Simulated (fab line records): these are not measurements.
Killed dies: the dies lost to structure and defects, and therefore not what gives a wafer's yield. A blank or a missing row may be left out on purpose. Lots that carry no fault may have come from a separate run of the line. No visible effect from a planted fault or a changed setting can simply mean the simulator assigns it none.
One fault seen from 2 desks | flow gf180mcu | every desk sees just its own numbers, and what lay behind them comes last

## METROLOGY DESK
What the gauges read, lot by lot, whatever tool the lot ran on: means of the sampled wafers that have a number. Any lot whose mean is over 4 standard deviations away from the usual mean is out of limits and marked OUT; that distance is given in the brackets.
Columns: A = LVPWELL_TW at GF_LVPWELL_TW_MEAS_11, usual 562; B = MVSD_OVL at GF_MVSD_OVL_MEAS_07, usual -1.5 nm
lot  | first seen here | A   | B
L259 | day 5 18:14     | 565 | -3.2
L260 | day 5 23:53     | 558 | -3.1
L267 | day 7 12:29     | 568 | -3.3
L268 | day 7 20:19     | 555 | 0.2
L269 | day 8 02:59     | 570 | -2.2
L272 | day 8 19:01     | 569 | -1.5
L273 | day 8 23:37     | 570 | -1.8
This desk found nothing out of limits on any of the 7 lots.

## TOOL OWNER'S DESK, implanter-01
The tool's own readings at GF_MVSD_IMPLANT_09: means of the sampled wafers that have a number, for each lot that ran on this tool. Any lot whose mean is over 4 standard deviations away from the usual mean is out of limits and marked OUT; that distance is given in the brackets.
Columns: A = beam_on_s at GF_MVSD_IMPLANT_09, usual 9.99 s; B = tilt_deg at GF_MVSD_IMPLANT_09, usual 0.002 degrees
lot  | first seen here | A     | B
L259 | day 6 08:42     | 10.00 | 0.008
L267 | day 8 04:05     | 9.83  | 5.059 (+99 or more) OUT
L268 | day 8 11:52     | 10.06 | 5.102 (+99 or more) OUT
L269 | day 8 19:06     | 10.03 | 5.058 (+99 or more) OUT
This desk's finding: out of limits on L267, L268, L269; first on L267, day 8 04:05 (tilt_deg at GF_MVSD_IMPLANT_09). L259 stayed within limits.

## ALL TOGETHER
The tool owner's desk had the chance to raise an alarm at day 8 04:05 on L267, L268, L269.
Metrology desk: nothing out of limits seen.
The metrology desk has L267, L268, L269 on record, within its limits.
GF_MVSD_IMPLANT_09 was run on implanter-01 by each of the lots named.

## WHAT HAD BEEN PUT IN BY THE SIMULATOR
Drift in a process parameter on implanter-01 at GF_MVSD_IMPLANT_09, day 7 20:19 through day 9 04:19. From 0, the setting tilt_deg moved by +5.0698. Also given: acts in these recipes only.
Struck lots among those shown: L267, L268, L269.
How many hours passed from the start of the fault until each desk's first out-of-limits reading: the tool owner's desk, 8.
